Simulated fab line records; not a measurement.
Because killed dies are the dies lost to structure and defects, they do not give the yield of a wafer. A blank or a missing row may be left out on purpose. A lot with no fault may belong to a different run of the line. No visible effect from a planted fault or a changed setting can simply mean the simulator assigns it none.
A struck lot beside a sound one | flow sky130 | 42 out of 708 route steps
Sound: these wafers, L505.2, L505.3, L505.6. Wafers struck: L517.1, L517.5, L517.6. The cause comes at the end.
For every step that has rows: the tool of each side, followed by ch and its chambers, followed by its first start. Under that, the readings that differ: sound wafers | struck wafers | difference of the means | sigmas: that difference in standard deviations of wafers without a fault.
alike: readings whose means differ by less than 2 such deviations, and words and numbers that are the same on both sides. not compared: withheld readings, readings that some wafer has no value for, bounds like >300 that may hide the same value, and numbers for which the record gives no deviation and whose values overlap.
Wherever a step has rows on one side only, a row that says differs or no value, or a row with sigmas, the two part there. Non-overlapping numbers with no deviation appear without sigmas and do not part them. A reading missing from all wafers of one side parts the sides only when that side holds two or more wafers.

SKY_SD_P_CD_MEAS_07: target cd 380 nm.
  sound on cdSem-01 at day 26 13:38; struck on cdSem-02 at day 30 01:13
  alike: cdNm
SKY_SD_P_OVL_MEAS_08:
  sound on overlay-02 at day 26 13:44; struck on overlay-01 at day 30 01:20
  alike: SD_P_OVL
after that, 1 step had no rows for these wafers: SKY_SD_P_IMPLANT_09.
SKY_SD_P_STRIP_10: strips in O2/N2.
  sound on plasmaAsher-03 ch 0,1, day 26 13:55; struck on plasmaAsher-01 ch 0,1, day 30 01:32
  alike: drypumpMotorCurrentA, oesProductAu, stripTimeToEndpointS
  not compared: rfHoursCounterH
SKY_SD_P_TW_MEAS_11:
  sound on filmMetro-04 at day 26 14:02; struck on filmMetro-04 at day 30 01:38
  alike: SD_P_TW
then, 7 steps without rows for these wafers: SKY_RES_XHIGH_DEHYDRATE_00 (time 60 s); SKY_RES_XHIGH_HMDS_01 (prime time 60 s); SKY_RES_XHIGH_COAT_02 (resist thk 1140 nm); SKY_RES_XHIGH_SOFTBAKE_03 (time 60 s); SKY_RES_XHIGH_EXPOSE_04 (exposes mask URPM, target cd 1270 nm); SKY_RES_XHIGH_PEB_05; SKY_RES_XHIGH_DEVELOP_06 (develop time 60 s).
SKY_RES_XHIGH_IMPLANT_07:
  sound on implanter-01 ch 0, day 27 18:59; struck on implanter-01 ch 0, day 31 06:09
SKY_RES_XHIGH_STRIP_08: strips in O2/N2.
  sound on plasmaAsher-04 ch 0,1, day 27 19:07; struck on plasmaAsher-04 ch 0,1, day 31 06:18
  alike: drypumpMotorCurrentA, oesProductAu, stripTimeToEndpointS
  not compared: rfHoursCounterH
SKY_RES_XHIGH_TW_MEAS_09:
  sound on filmMetro-02 at day 27 19:13; struck on filmMetro-04 at day 31 06:24
reading      | sound          | struck         | difference | sigmas
RES_XHIGH_TW | 1665 1662 1656 | 1646 1653 1638 | -15        | -2
then, 7 steps without rows for these wafers: SKY_SD_N_DEHYDRATE_00 (time 60 s); SKY_SD_N_HMDS_01 (prime time 60 s); SKY_SD_N_COAT_02 (resist thk 1140 nm); SKY_SD_N_SOFTBAKE_03 (time 60 s); SKY_SD_N_EXPOSE_04 (exposes mask NSDM, target cd 380 nm); SKY_SD_N_PEB_05; SKY_SD_N_DEVELOP_06 (develop time 60 s).
SKY_SD_N_CD_MEAS_07: target cd 380 nm.
  sound on cdSem-02 at day 29 00:02; struck on cdSem-01 at day 32 10:40
  alike: cdNm
SKY_SD_N_OVL_MEAS_08:
  sound on overlay-01 at day 29 00:08; struck on overlay-02 at day 32 10:47
  alike: SD_N_OVL
then, 2 steps without rows for these wafers: SKY_SD_N_IMPLANT_09; SKY_SD_N_IMPLANT_10.
SKY_SD_N_STRIP_11: strips in O2/N2.
  sound on plasmaAsher-03 ch 0,1, day 29 00:28; struck on plasmaAsher-04 ch 0,1, day 32 11:07
  alike: drypumpMotorCurrentA, oesProductAu, stripTimeToEndpointS
  not compared: rfHoursCounterH
SKY_SD_N_TW_MEAS_12:
  sound on filmMetro-04 at day 29 00:35; struck on filmMetro-02 at day 32 11:13
  alike: SD_N_TW
then, 1 step without rows for these wafers: SKY_SD_N_CLEAN_13 (cleans in SC1/SC2, time 150 s).
SKY_SD_N_RTA_14: time 2 s.
  sound on rtpAnneal-01 ch 0, day 29 00:41; struck on rtpAnneal-02 ch 0, day 32 11:20
  alike: lampPowerPct, rampUpCPerS, wafer_temp_C_max
SKY_SD_N_RS_MEAS_16: a four-point-probe measurement.
  sound on filmMetro-02 at day 29 00:52; struck on filmMetro-04 at day 32 11:31
  alike: SD_N_RS
SKY_SD_N_RS_MEAS_17: a four-point-probe measurement.
  sound on filmMetro-02 at day 29 00:59; struck on filmMetro-04 at day 32 11:38
  alike: SD_P_RS
SKY_SD_N_RS_MEAS_18: a four-point-probe measurement.
  sound on filmMetro-02 at day 29 01:07; struck on filmMetro-04 at day 32 11:45
reading               | sound             | struck            | difference | sigmas
RES_XHIGH_RS (ohm/sq) | 333.1 331.8 332.4 | 335.3 336.2 335.7 | +3.3       | +3
then, 2 steps without rows for these wafers: SKY_SALICIDE_CLEAN_00 (cleans in HF-last, time 30 s); SKY_LI_CONTACT_HDPCVD_00 (deposits PSG, target thk 930 nm, time 155 s).
SKY_LI_CONTACT_THK_MEAS_01:
  sound on filmMetro-04 at day 29 01:20; struck on filmMetro-04 at day 32 11:59
  alike: LI_CONTACT_HDPCVD_THK
SKY_LI_CONTACT_CMP_02: polishes PSG.
  sound on cmp-02 ch 1,2, day 29 01:23; struck on cmp-02 ch 0,1, day 32 12:06
  alike: motorCurrentA, platenRpm, timeToEndpointS
SKY_LI_CONTACT_BOW_MEAS_03:
  sound on filmMetro-02 at day 29 01:43; struck on filmMetro-03 at day 32 12:21
  alike: LI_CONTACT_BOW
then, 3 steps without rows for these wafers: SKY_LI_CONTACT_DEHYDRATE_04 (time 60 s); SKY_LI_CONTACT_HMDS_05 (prime time 60 s); SKY_LI_CONTACT_COAT_06 (resist thk 60 nm).
-- record jumps: 17 days separate the struck wafers' starts on either side; left off in module LI_CONTACT, taken up again in module PAD_OPEN, whose first shown step is the route's number 708 --
SKY_PAD_OPEN_PROBE_99:
  sound on prober-02 at day 46 23:14; struck on prober-01 at day 49 10:13
reading                             | sound             | struck          | difference | sigmas
model.etest.resXhighPo.rsOhmSqRange | 97.72 97.47 100.5 | 433.1 428 449.8 | +338.4     | 
  alike: killed_at_M0_to_M3, killed_at_M4_up, killedAtContacts, killedAtFrontEnd, killedAtOther, killedDies, killedOpen, killedShort

## WHERE THEY PART
Last at SKY_SD_N_RS_MEAS_18 as far as this record goes, first at SKY_RES_XHIGH_TW_MEAS_09. Later steps at which nothing parts them and some readings are alike: SKY_LI_CONTACT_THK_MEAS_01, SKY_LI_CONTACT_CMP_02, SKY_LI_CONTACT_BOW_MEAS_03, SKY_PAD_OPEN_PROBE_99.

WHY: the cause the simulator had injected
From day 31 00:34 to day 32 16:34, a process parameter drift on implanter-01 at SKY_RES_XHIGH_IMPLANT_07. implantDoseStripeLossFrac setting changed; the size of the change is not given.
